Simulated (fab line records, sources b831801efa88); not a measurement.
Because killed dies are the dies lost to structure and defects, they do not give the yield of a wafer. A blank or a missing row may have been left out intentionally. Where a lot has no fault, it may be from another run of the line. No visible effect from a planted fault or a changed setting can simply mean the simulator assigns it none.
fab line records | flow sky130
record lots=6 | wafers=18 | last-day=50
route steps=708 shown CONTACT@418 PAD_OPEN@708
lots that met no fault: from a run of the same line without faults
start-h: the number of hours between the record's first day and the start of the first shown wafer of the lot | wait-h: hours from the lot's prior step to this one | " same as the row above | L1.1+2: one row covering several wafers at once | - either no value or no given start | * or withheld: withheld | < > ~ a bound
route shown NAME@n: NAME is a module with steps in the file, n the number in the route of the first one | usual: average and standard deviation across the fault-free wafers | same: alike in all rows | chamber/n: place in a boat | sites: each site's reading | _std_site: their standard deviation | _edge_site: inner sites' mean taken away from outer sites' mean | radius-mm: for every site, how far away it sits from the centre of the wafer | mask NAME#n: copy n | behind: the most recent tool/chamber to have shaped the wafer | hold: the reason the lot was held/the length of the hold in hours/how it ended | device: the transistor (n, p or np) that didn't switch | end of line: the same wafers' tests at the end of the route | a step with no rows: only its recipe | killed: the dies lost at the first sort to structure and to defects; this is not the yield of the wafer | map: a wafer's dies, x killed, . not, _ none there
set.NAME: the setting the step ran with; set.NAME@STEP: the setting that earlier step ran with | model.NAME: the simulator's own value behind a step, which no gauge read
lots at some steps of the route; a table a step, a row a wafer
services: the hour from which a tool's chamber was out of use, counted from the record's first day as start-h (under 0 if before that day), plus the number of hours and why
## steps
# step SKY_CONTACT_PEB_12
# recipe peb-temp-c=withheld | peb-time-s=withheld | resist=KrF-thick
# step SKY_CONTACT_DEVELOP_13
# recipe develop-time-s=58.9 | resist=KrF-thick | dev-temp-c=21
# step SKY_CONTACT_CD_MEAS_14
# recipe target-cd-nm=170
# usual cd-nm=170.2/1.5
lot.wafer | tool      | chamber | start-h | wait-h | cd-nm
L616.2    | cd-sem-01 | -       | 752.91  | -      | 170.8
L616.4    | "         | -       | "       | "      | 170.0
L616.5    | "         | -       | "       | "      | 170.1
L622.3    | cd-sem-01 | -       | 800.73  | -      | 170.5
L622.5    | "         | -       | "       | "      | 170.5
L622.6    | "         | -       | "       | "      | 170.3
L623.1    | cd-sem-02 | -       | 805.75  | -      | 168.6
L623.3    | "         | -       | "       | "      | 167.9
L623.4    | "         | -       | "       | "      | 168.4
L632.1    | cd-sem-02 | -       | 877.09  | -      | 170.7
L632.2    | "         | -       | "       | "      | 171.2
L632.5    | "         | -       | "       | "      | 171.5
L636.1    | cd-sem-02 | -       | 900.02  | -      | 170.9
L636.3    | "         | -       | "       | "      | 168.8
L636.5    | "         | -       | "       | "      | 170.4
L637.2    | cd-sem-02 | -       | 906.96  | -      | 171.1
L637.4    | "         | -       | "       | "      | 172.4
L637.5    | "         | -       | "       | "      | 171.0
# step SKY_CONTACT_OVL_MEAS_15
# usual CONTACT_OVL=2/6.3
lot.wafer | tool       | chamber | start-h | wait-h | CONTACT_OVL[nm]
L616.2    | overlay-02 | -       | 753.01  | 0.1    | -1
L616.4    | "          | -       | "       | "      | 4
L616.5    | "          | -       | "       | "      | 9
L622.3    | overlay-01 | -       | 800.82  | 0.1    | -4
L622.5    | "          | -       | "       | "      | -1
L622.6    | "          | -       | "       | "      | -2
L623.1    | overlay-01 | -       | 805.87  | 0.1    | 4
L623.3    | "          | -       | "       | "      | 7
L623.4    | "          | -       | "       | "      | -4
L632.1    | overlay-02 | -       | 877.21  | 0.1    | 16
L632.2    | "          | -       | "       | "      | 11
L632.5    | "          | -       | "       | "      | 7
L636.1    | overlay-02 | -       | 900.14  | 0.1    | -2
L636.3    | "          | -       | "       | "      | 1
L636.5    | "          | -       | "       | "      | 4
L637.2    | overlay-01 | -       | 907.06  | 0.1    | 9
L637.4    | "          | -       | "       | "      | 8
L637.5    | "          | -       | "       | "      | 3
# step SKY_CONTACT_ETCH_16
# recipe chemistry=N2/H2 | target=BARC | ion-energy-ev=200 | source-w=500 | bias-w=100 | pressure-mtorr=30 | n2-flow-sccm=100 | h2-flow-sccm=200 | stop-on=SiO2 | time-s=45.9 | target-depth-a=600
# usual drypump-motor-current-A=5.8/0.37 | oes-product-au=0.855/0.005 | throttle-valve-pct=13.225/0.0087
lot.wafer | tool        | chamber | start-h | wait-h | drypump-motor-current-A | oes-product-au | rf-hours-counter-h | throttle-valve-pct
L616.2    | rie-diel-03 | 1       | 753.04  | 0.0    | 5.7                     | 0.856          | 42                 | 13.239
L616.4    | "           | 2       | "       | "      | 5.6                     | 0.854          | 11                 | 13.217
L616.5    | "           | 0       | "       | "      | 5.7                     | 0.855          | -                  | 13.229
L622.3    | rie-diel-03 | 2       | 800.84  | 0.0    | 5.6                     | 0.858          | 13                 | 13.216
L622.5    | "           | 0       | "       | "      | 5.7                     | 0.850          | -                  | 13.230
L622.6    | "           | 1       | "       | "      | 5.7                     | 0.856          | -                  | 13.227
L623.1    | rie-diel-02 | 2       | 805.91  | 0.0    | 5.5                     | 0.852          | 16                 | 13.228
L623.3    | "           | 0       | "       | "      | 5.6                     | 0.847          | 14                 | 13.243
L623.4    | "           | 3       | "       | "      | 5.8                     | 0.859          | 11                 | 13.217
L632.1    | rie-diel-02 | 3       | 877.24  | 0.0    | 5.8                     | 0.855          | 13                 | 13.219
L632.2    | "           | 1       | "       | "      | 5.9                     | 0.856          | 25                 | 13.242
L632.5    | "           | 2       | "       | "      | 5.6                     | 0.855          | -                  | 13.236
L636.1    | rie-diel-03 | 1       | 900.18  | 0.0    | 5.7                     | 0.855          | 4                  | 13.221
L636.3    | "           | 0       | "       | "      | 5.7                     | 0.845          | 7                  | 13.231
L636.5    | "           | 1       | "       | "      | 5.7                     | 0.851          | -                  | 13.226
L637.2    | rie-diel-04 | 2       | 907.09  | 0.0    | 6.3                     | 0.858          | 13                 | 13.233
L637.4    | "           | 0       | "       | "      | 5.6                     | 0.859          | -                  | 13.238
L637.5    | "           | 2       | "       | "      | 6.3                     | 0.864          | -                  | 13.230
# step SKY_CONTACT_ETCH_17
# recipe target=SiO2 | chemistry=C4F8/O2/Ar | stop-on=Si3N4 | mask-material=KrF-thick | source-w=1500 | bias-w=1200 | pressure-mtorr=40 | c4f8-flow-sccm=withheld | O2_flow_sccm=6 | Ar_flow_sccm=300 | time-s=withheld | target-depth-a=3400
# usual oes-product-au=0.892/0.0049
lot.wafer | tool        | chamber | start-h | wait-h | oes-product-au
L616.2    | rie-diel-03 | 1       | 753.08  | 0.0    | 0.900
L616.4    | "           | 2       | "       | "      | 0.882
L616.5    | "           | 0       | "       | "      | 0.885
L622.3    | rie-diel-03 | 2       | 800.88  | 0.0    | 0.898
L622.5    | "           | 0       | "       | "      | 0.891
L622.6    | "           | 1       | "       | "      | 0.896
L623.1    | rie-diel-02 | 2       | 805.95  | 0.0    | 0.895
L623.3    | "           | 0       | "       | "      | 0.900
L623.4    | "           | 3       | "       | "      | 0.887
L632.1    | rie-diel-02 | 3       | 877.28  | 0.0    | 0.887
L632.2    | "           | 1       | "       | "      | 0.893
L632.5    | "           | 2       | "       | "      | 0.895
L636.1    | rie-diel-03 | 1       | 900.22  | 0.0    | 0.887
L636.3    | "           | 0       | "       | "      | 0.888
L636.5    | "           | 1       | "       | "      | 0.894
L637.2    | rie-diel-04 | 2       | 907.14  | 0.0    | 0.884
L637.4    | "           | 0       | "       | "      | 0.886
L637.5    | "           | 2       | "       | "      | 0.897
# step SKY_CONTACT_ETCH_18
# recipe target=Si3N4 | chemistry=CHF3/O2 | stop-on=TiN | source-w=600 | bias-w=200 | pressure-mtorr=40 | chf3-flow-sccm=50 | O2_flow_sccm=5 | time-s=39 | target-depth-a=750
# usual drypump-motor-current-A=5.8/0.37 | oes-product-au=0.855/0.0074 | throttle-valve-pct=8.791/0.0092
lot.wafer | tool        | chamber | start-h | wait-h | drypump-motor-current-A | oes-product-au | rf-hours-counter-h | throttle-valve-pct
L616.2    | rie-diel-03 | 1       | -       | -      | 5.7                     | 0.852          | 42                 | 8.798
L616.4    | "           | 2       | "       | "      | 5.6                     | 0.850          | 11                 | 8.786
L616.5    | "           | 0       | "       | "      | 5.7                     | 0.853          | -                  | 8.787
L622.3    | rie-diel-03 | 2       | -       | -      | 5.6                     | 0.859          | 13                 | 8.799
L622.5    | "           | 0       | "       | "      | 5.7                     | 0.856          | -                  | 8.778
L622.6    | "           | 1       | "       | "      | 5.7                     | 0.860          | -                  | 8.784
L623.1    | rie-diel-02 | 2       | -       | -      | 5.6                     | 0.862          | 16                 | 8.790
L623.3    | "           | 0       | "       | "      | 5.6                     | 0.855          | 15                 | 8.801
L623.4    | "           | 3       | "       | "      | 5.7                     | 0.857          | 11                 | 8.790
L632.1    | rie-diel-02 | 3       | -       | -      | 5.8                     | 0.842          | 13                 | 8.780
L632.2    | "           | 1       | "       | "      | 5.9                     | 0.849          | 25                 | 8.790
L632.5    | "           | 2       | "       | "      | 5.6                     | 0.859          | -                  | 8.790
L636.1    | rie-diel-03 | 1       | -       | -      | 5.7                     | 0.845          | 4                  | 8.784
L636.3    | "           | 0       | "       | "      | 5.7                     | 0.844          | 7                  | 8.787
L636.5    | "           | 1       | "       | "      | 5.6                     | 0.855          | -                  | 8.772
L637.2    | rie-diel-04 | 2       | -       | -      | 6.3                     | 0.857          | 13                 | 8.802
L637.4    | "           | 0       | "       | "      | 5.6                     | 0.859          | -                  | 8.799
L637.5    | "           | 2       | "       | "      | 6.3                     | 0.874          | -                  | 8.792
# step SKY_CONTACT_STRIP_19
# recipe chemistry=O2/N2 | power-w=1400 | pressure-mtorr=1500 | platen-temp-c=withheld | o2-flow-sccm=3000 | n2-flow-sccm=300 | overash-fraction=0.5
# usual drypump-motor-current-A=5.5/0.36 | oes-product-au=0.381/0.0044 | strip-time-to-endpoint-s=3.62/0.033
# same overash-fraction=0.5
lot.wafer | tool            | chamber | start-h | wait-h | drypump-motor-current-A | oes-product-au | rf-hours-counter-h | strip-time-to-endpoint-s
L616.2    | plasma-asher-04 | 1       | 753.17  | -      | 5.0                     | 0.373          | 1                  | 3.59
L616.4    | "               | 0       | "       | "      | 6.0                     | 0.374          | -                  | 3.60
L616.5    | "               | 1       | "       | "      | 5.0                     | 0.374          | -                  | 3.61
L622.3    | plasma-asher-04 | 1       | 801.01  | -      | 5.1                     | 0.381          | -                  | 3.60
L622.5    | "               | 1       | "       | "      | 5.0                     | 0.380          | -                  | 3.62
L622.6    | "               | 0       | "       | "      | 6.0                     | 0.386          | -                  | 3.62
L623.1    | plasma-asher-04 | 1       | 806.04  | -      | 5.0                     | 0.372          | 6                  | 3.55
L623.3    | "               | 1       | "       | "      | 5.0                     | 0.383          | -                  | 3.61
L623.4    | "               | 0       | "       | "      | 5.9                     | 0.375          | -                  | 3.60
L632.1    | plasma-asher-04 | 1       | 877.38  | -      | 5.0                     | 0.382          | 13                 | 3.62
L632.2    | "               | 0       | "       | "      | 6.0                     | 0.375          | 13                 | 3.65
L632.5    | "               | 0       | "       | "      | 6.0                     | 0.382          | -                  | 3.59
L636.1    | plasma-asher-01 | 0       | 900.31  | -      | 5.7                     | 0.379          | 47                 | 3.61
L636.3    | "               | 0       | "       | "      | 5.7                     | 0.376          | -                  | 3.64
L636.5    | "               | 0       | "       | "      | 5.7                     | 0.379          | -                  | 3.60
L637.2    | plasma-asher-02 | 1       | 907.23  | -      | 5.3                     | 0.383          | 79                 | 3.61
L637.4    | "               | 1       | "       | "      | 5.3                     | 0.381          | -                  | 3.63
L637.5    | "               | 0       | "       | "      | 5.7                     | 0.381          | -                  | 3.61
# step SKY_CONTACT_STRIP_20
# recipe chemistry=post-etch-residue-remover | time-s=1200 | temp-c=72.5
# step SKY_CONTACT_CLEAN_21
# recipe chemistry=IPA | time-s=180 | temp-c=25
# step SKY_CONTACT_CLEAN_22
# recipe chemistry=O3/DIW | dry=n2-spin
# step SKY_CONTACT_SPUTTER_23
# recipe material=TiN | target-thk-nm=20 | chamber-pressure-pa=5 | power-w=4000 | time-s=80
# usual throttle-valve-pct=29.9/0.88
lot.wafer | tool           | chamber | start-h | wait-h | throttle-valve-pct
L616.2    | pvd-sputter-01 | -       | 753.77  | 0.0    | 31.4
L616.4    | "              | -       | "       | "      | 30.2
L616.5    | "              | -       | "       | "      | 31.5
L622.3    | pvd-sputter-01 | -       | 801.57  | 0.0    | 30.3
L622.5    | "              | -       | "       | "      | 30.8
L622.6    | "              | -       | "       | "      | 30.1
L623.1    | pvd-sputter-01 | -       | 806.63  | 0.0    | 30.1
L623.3    | "              | -       | "       | "      | 31.5
L623.4    | "              | -       | "       | "      | 30.8
L632.1    | pvd-sputter-04 | -       | 878.02  | 0.0    | 29.4
L632.2    | "              | -       | "       | "      | 30.1
L632.5    | "              | -       | "       | "      | 29.6
L636.1    | pvd-sputter-04 | -       | 900.90  | 0.0    | 29.0
L636.3    | "              | -       | "       | "      | 29.7
L636.5    | "              | -       | "       | "      | 29.9
L637.2    | pvd-sputter-04 | -       | 907.83  | 0.0    | 28.9
L637.4    | "              | -       | "       | "      | 29.0
L637.5    | "              | -       | "       | "      | 29.3
# step SKY_CONTACT_CVD_24
# recipe material=W | target-thk-nm=340 | time-s=102.12 | temp-c=400 | pressure-torr=40
# usual chamber-pressure-Torr=39.99/0.075 | heater-power-w=801/78
lot.wafer | tool     | chamber | start-h | wait-h | chamber-pressure-Torr | heater-power-w
L616.2    | cvd-w-02 | 1       | 753.83  | 0.0    | 39.94                 | 798
L616.4    | "        | 0       | "       | "      | 40.01                 | 706
L616.5    | "        | 0       | "       | "      | 39.96                 | 731
L622.3    | cvd-w-01 | 0       | 801.66  | 0.1    | 41.34                 | 934
L622.5    | "        | 1       | "       | "      | 41.48                 | 762
L622.6    | "        | 0       | "       | "      | 41.41                 | 884
L623.1    | cvd-w-01 | 0       | 806.69  | 0.0    | 41.38                 | 913
L623.3    | "        | 1       | "       | "      | 41.40                 | 757
L623.4    | "        | 0       | "       | "      | 41.21                 | 920
L632.1    | cvd-w-01 | 0       | 878.08  | 0.0    | 39.96                 | 887
L632.2    | "        | 1       | "       | "      | 39.94                 | 735
L632.5    | "        | 0       | "       | "      | 39.84                 | 905
L636.1    | cvd-w-02 | 1       | 900.96  | 0.0    | 40.01                 | 798
L636.3    | "        | 1       | "       | "      | 39.95                 | 819
L636.5    | "        | 1       | "       | "      | 40.01                 | 812
L637.2    | cvd-w-01 | 1       | 907.89  | 0.0    | 40.01                 | 764
L637.4    | "        | 1       | "       | "      | 39.92                 | 753
L637.5    | "        | 0       | "       | "      | 40.09                 | 937
# step SKY_CONTACT_RS_MEAS_25
# recipe thk-meas-gauge=four-point-probe | reads=W_of_CONTACT_CVD_24+TiN_of_CONTACT_SPUTTER_23
# usual CONTACT_W_RS=0.337/0.0057
lot.wafer | tool          | chamber | start-h | wait-h | CONTACT_W_RS[ohm/sq]
L616.2    | film-metro-03 | -       | 753.96  | 0.1    | 0.331
L616.4    | "             | -       | "       | "      | 0.344
L616.5    | "             | -       | "       | "      | 0.346
L622.3    | film-metro-03 | -       | 801.78  | 0.1    | 0.330
L622.5    | "             | -       | "       | "      | 0.331
L622.6    | "             | -       | "       | "      | 0.325
L623.1    | film-metro-04 | -       | 806.80  | 0.1    | 0.328
L623.3    | "             | -       | "       | "      | 0.335
L623.4    | "             | -       | "       | "      | 0.325
L632.1    | film-metro-01 | -       | 878.19  | 0.1    | 0.333
L632.2    | "             | -       | "       | "      | 0.338
L632.5    | "             | -       | "       | "      | 0.333
L636.1    | film-metro-03 | -       | 901.07  | 0.1    | 0.329
L636.3    | "             | -       | "       | "      | 0.332
L636.5    | "             | -       | "       | "      | 0.328
L637.2    | film-metro-01 | -       | 908.02  | 0.1    | 0.343
L637.4    | "             | -       | "       | "      | 0.345
L637.5    | "             | -       | "       | "      | 0.336
# step SKY_PAD_OPEN_PROBE_99
# usual killed_at_M0_to_M3=45/7.1 | killed_at_M4_up=3.0/1.8 | killed-at-contacts=24/5.4 | killed-at-front-end=16/4.9 | killed-at-other=0.3/0.63 | killed-dies=88/11 | killed-open=47/7.4 | killed-short=40/7
# same gross-dies=492 | killed-at-back-side=0
lot.wafer | tool      | chamber | start-h | wait-h | killed_at_M0_to_M3 | killed_at_M4_up | killed-at-contacts | killed-at-front-end | killed-at-other | killed-dies | killed-open | killed-short
L616.2    | prober-01 | -       | 1089.73 | 0.1    | 55                 | 2               | 33                 | 12                  | 0               | 102         | 54          | 48
L616.4    | prober-01 | -       | 1089.83 | 0.2    | 43                 | 3               | 24                 | 11                  | 0               | 81          | 47          | 33
L616.5    | prober-01 | -       | 1089.88 | 0.2    | 49                 | 1               | 28                 | 11                  | 0               | 89          | 40          | 48
L622.3    | prober-02 | -       | 1125.72 | 0.2    | 48                 | 2               | 15                 | 11                  | 1               | 77          | 44          | 33
L622.5    | prober-02 | -       | 1125.82 | 0.2    | 41                 | 1               | 24                 | 11                  | 1               | 78          | 32          | 46
L622.6    | prober-02 | -       | 1125.87 | 0.2    | 56                 | 3               | 22                 | 10                  | 0               | 91          | 53          | 38
L623.1    | prober-02 | -       | 1129.08 | 0.1    | 32                 | 6               | 25                 | 11                  | 0               | 74          | 43          | 31
L623.3    | prober-02 | -       | 1129.18 | 0.2    | 41                 | 2               | 22                 | 11                  | 0               | 76          | 41          | 35
L623.4    | prober-02 | -       | 1129.23 | 0.2    | 46                 | 6               | 27                 | 11                  | 0               | 90          | 46          | 44
L632.1    | prober-01 | -       | 1177.64 | 0.1    | 39                 | 1               | 17                 | 10                  | 0               | 67          | 31          | 36
L632.2    | prober-01 | -       | 1177.69 | 0.1    | 43                 | 3               | 22                 | 14                  | 0               | 82          | 37          | 45
L632.5    | prober-01 | -       | 1177.84 | 0.2    | 42                 | 4               | 23                 | 10                  | 0               | 79          | 43          | 36
L636.1    | prober-01 | -       | 1194.22 | 0.1    | 41                 | 2               | 23                 | 13                  | 0               | 79          | 37          | 42
L636.3    | prober-01 | -       | 1194.32 | 0.2    | 26                 | 3               | 28                 | 17                  | 0               | 74          | 38          | 36
L636.5    | prober-01 | -       | 1194.42 | 0.2    | 51                 | 1               | 22                 | 6                   | 1               | 81          | 48          | 33
L637.2    | prober-02 | -       | 1197.56 | 0.1    | 51                 | 0               | 33                 | 17                  | 0               | 101         | 52          | 49
L637.4    | prober-02 | -       | 1197.66 | 0.2    | 34                 | 4               | 20                 | 9                   | 0               | 67          | 39          | 28
L637.5    | prober-02 | -       | 1197.71 | 0.2    | 40                 | 5               | 24                 | 10                  | 0               | 79          | 44          | 35
# killed by level:class
L616.2 CONTACT:geometric-particle:open=12 VIA1:geometric-particle:open=12 VIA2:geometric-particle:open=10 METAL1:geometric-particle:short=7 CONTACT:geometric-particle:short=6 VIA3:geometric-particle:open=6 LI_CONTACT:geometric-particle:open=5 LOCAL_INTERCONNECT:geometric-particle:short=5
L616.4 VIA1:geometric-particle:open=16 CONTACT:geometric-particle:open=9 LI_CONTACT:geometric-particle:open=5 VIA1:geometric-particle:short=5 METAL2:geometric-particle:short=5 VIA3:geometric-particle:open=5 POLY_GATE:geometric-particle:open=3 LOCAL_INTERCONNECT:geometric-particle:short=3
L616.5 VIA2:geometric-particle:open=9 METAL2:geometric-particle:short=9 VIA3:geometric-particle:open=8 LOCAL_INTERCONNECT:geometric-particle:short=7 CONTACT:geometric-particle:open=7 CONTACT:geometric-particle:short=7 VIA1:geometric-particle:open=6 METAL1:geometric-particle:short=5
L622.3 VIA1:geometric-particle:open=11 VIA3:geometric-particle:open=9 VIA2:geometric-particle:open=7 METAL2:geometric-particle:short=6 CONTACT:geometric-particle:short=5 CONTACT:geometric-particle:open=4 METAL1:geometric-particle:short=4 FIELD_ISO:geometric-particle:short=3
L622.5 METAL1:geometric-particle:short=11 CONTACT:geometric-particle:open=8 LI_CONTACT:geometric-particle:open=7 VIA1:geometric-particle:open=6 VIA1:geometric-particle:short=5 METAL2:geometric-particle:short=5 VIA3:geometric-particle:open=5 CONTACT:geometric-particle:short=4
L622.6 VIA1:geometric-particle:open=11 CONTACT:geometric-particle:open=10 LI_CONTACT:geometric-particle:open=7 VIA3:geometric-particle:open=7 METAL1:geometric-particle:short=7 METAL2:geometric-particle:short=7 VIA2:geometric-particle:open=6 CONTACT:geometric-particle:short=5
L623.1 CONTACT:geometric-particle:open=11 VIA1:geometric-particle:open=9 LI_CONTACT:geometric-particle:open=5 CONTACT:geometric-particle:short=5 VIA2:geometric-particle:open=5 POLY_GATE:geometric-particle:short=4 FIELD_ISO:geometric-particle:open=3 VIA1:geometric-particle:short=3
L623.3 VIA1:geometric-particle:open=9 CONTACT:geometric-particle:open=8 VIA3:geometric-particle:open=8 CONTACT:geometric-particle:short=6 METAL1:geometric-particle:short=5 LI_CONTACT:geometric-particle:open=4 METAL2:geometric-particle:short=4 VIA3:geometric-particle:short=4
L623.4 VIA1:geometric-particle:open=10 LOCAL_INTERCONNECT:geometric-particle:short=8 METAL1:geometric-particle:short=7 VIA3:geometric-particle:open=7 CONTACT:geometric-particle:short=6 CONTACT:geometric-particle:open=6 VIA2:geometric-particle:open=6 POLY_GATE:geometric-particle:short=5
L632.1 VIA1:geometric-particle:open=13 LI_CONTACT:geometric-particle:open=7 VIA1:geometric-particle:short=6 METAL1:geometric-particle:short=6 CONTACT:geometric-particle:short=4 FIELD_ISO:geometric-particle:short=3 SONOS_ONO:geometric-particle:short=3 LOCAL_INTERCONNECT:geometric-particle:short=3
L632.2 METAL2:geometric-particle:short=9 LI_CONTACT:geometric-particle:open=8 VIA3:geometric-particle:open=8 CONTACT:geometric-particle:short=7 FIELD_ISO:geometric-particle:short=6 VIA1:geometric-particle:open=6 CONTACT:geometric-particle:open=5 FIELD_ISO:geometric-particle:open=4
L632.5 VIA1:geometric-particle:open=13 CONTACT:geometric-particle:open=9 VIA2:geometric-particle:open=8 LI_CONTACT:geometric-particle:open=7 FIELD_ISO:geometric-particle:short=5 POLY_GATE:geometric-particle:short=4 LI_CONTACT:geometric-particle:short=4 METAL1:geometric-particle:short=4
L636.1 CONTACT:geometric-particle:short=11 VIA2:geometric-particle:open=10 CONTACT:geometric-particle:open=8 METAL2:geometric-particle:short=6 VIA1:geometric-particle:open=5 FIELD_ISO:geometric-particle:short=4 VIA2:geometric-particle:short=4 VIA3:geometric-particle:short=4
L636.3 LI_CONTACT:geometric-particle:open=8 CONTACT:geometric-particle:short=7 FIELD_ISO:geometric-particle:short=6 VIA1:geometric-particle:open=6 VIA3:geometric-particle:open=6 LOCAL_INTERCONNECT:geometric-particle:short=5 CONTACT:geometric-particle:open=5 FIELD_ISO:geometric-particle:open=4
L636.5 CONTACT:geometric-particle:open=11 VIA3:geometric-particle:open=11 VIA1:geometric-particle:open=8 METAL2:geometric-particle:short=7 VIA2:geometric-particle:open=6 LI_CONTACT:geometric-particle:open=5 VIA2:geometric-particle:short=5 CONTACT:geometric-particle:short=4
L637.2 VIA3:geometric-particle:open=11 CONTACT:geometric-particle:open=10 VIA1:geometric-particle:short=8 VIA1:geometric-particle:open=8 FIELD_ISO:geometric-particle:short=6 CONTACT:geometric-particle:short=6 METAL1:geometric-particle:short=6 VIA2:geometric-particle:open=6
L637.4 VIA1:geometric-particle:open=9 CONTACT:geometric-particle:open=7 VIA3:geometric-particle:open=6 METAL2:geometric-particle:short=6 LI_CONTACT:geometric-particle:open=4 FIELD_ISO:geometric-particle:short=3 VIA1:geometric-particle:short=3 LI_CONTACT:geometric-particle:short=3
L637.5 VIA1:geometric-particle:open=10 LI_CONTACT:geometric-particle:open=9 VIA2:geometric-particle:open=8 CONTACT:geometric-particle:open=7 VIA1:geometric-particle:short=6 METAL2:geometric-particle:short=5 POLY_GATE:geometric-particle:open=4 VIA3:geometric-particle:short=4
## services
tool            | chamber | start-h | hours | kind
plasma-asher-04 | -       | 733.75  | 9.0   | pm
cvd-w-01        | -       | 741.47  | 2.8   | pm
rie-diel-03     | 1       | 749.67  | 1.2   | repair
pvd-sputter-04  | -       | 756.06  | 1.0   | repair
pvd-sputter-04  | -       | 769.78  | 1.7   | repair
rie-diel-02     | 3       | 778.48  | 3.8   | repair
rie-diel-03     | 1       | 797.27  | 2.6   | repair
pvd-sputter-04  | -       | 798.26  | 5.9   | repair
rie-diel-03     | -       | 805.66  | 0.3   | repair
pvd-sputter-04  | -       | 811.54  | 4.9   | repair
rie-diel-04     | -       | 816.20  | 2.8   | pm
pvd-sputter-04  | -       | 816.81  | 1.2   | repair
cvd-w-01        | -       | 817.99  | 1.9   | repair
cvd-w-01        | 0       | 821.27  | 12.9  | repair
rie-diel-02     | 3       | 824.26  | 2.4   | repair
pvd-sputter-04  | -       | 851.12  | 7.5   | repair
rie-diel-04     | -       | 857.99  | 0.3   | repair
rie-diel-04     | 0       | 863.07  | 6.9   | repair
rie-diel-03     | 0       | 878.38  | 1.9   | repair
plasma-asher-04 | -       | 888.23  | 1.2   | repair
rie-diel-02     | 2       | 891.72  | 3.7   | repair
rie-diel-03     | 2       | 893.32  | 25.9  | repair
cvd-w-01        | 1       | 895.26  | 7.7   | repair
plasma-asher-04 | -       | 895.32  | 0.3   | repair
## key
first-sign step=SKY_CONTACT_CVD_24 | reading=chamber-pressure-Torr | direction=up | sigmas=18 | usual=39.99 | struck=41.37
effect none on later readings
met-at SKY_CONTACT_CVD_24
struck-wafers L622.3,L622.5,L622.6,L623.1,L623.3,L623.4
tester-left-out L622,L623
fault kind=process-parameter-drift | tool=cvd-w-01 | chamber=- | onset-h=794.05 | steps=SKY_CONTACT_CVD_24 | channel=pressure-torr | offset=1.3295 | shape=step | end-h=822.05 | acts-in=these-recipes-only | stated=40
# tester-left-out: of these lots the tester's yield and bins aren't shown, on N5 and GAA mostly nor the transistor test; their killed dies are dies lost to structure and defects alone, not to doping, threshold or leakage, so they don't give the yield
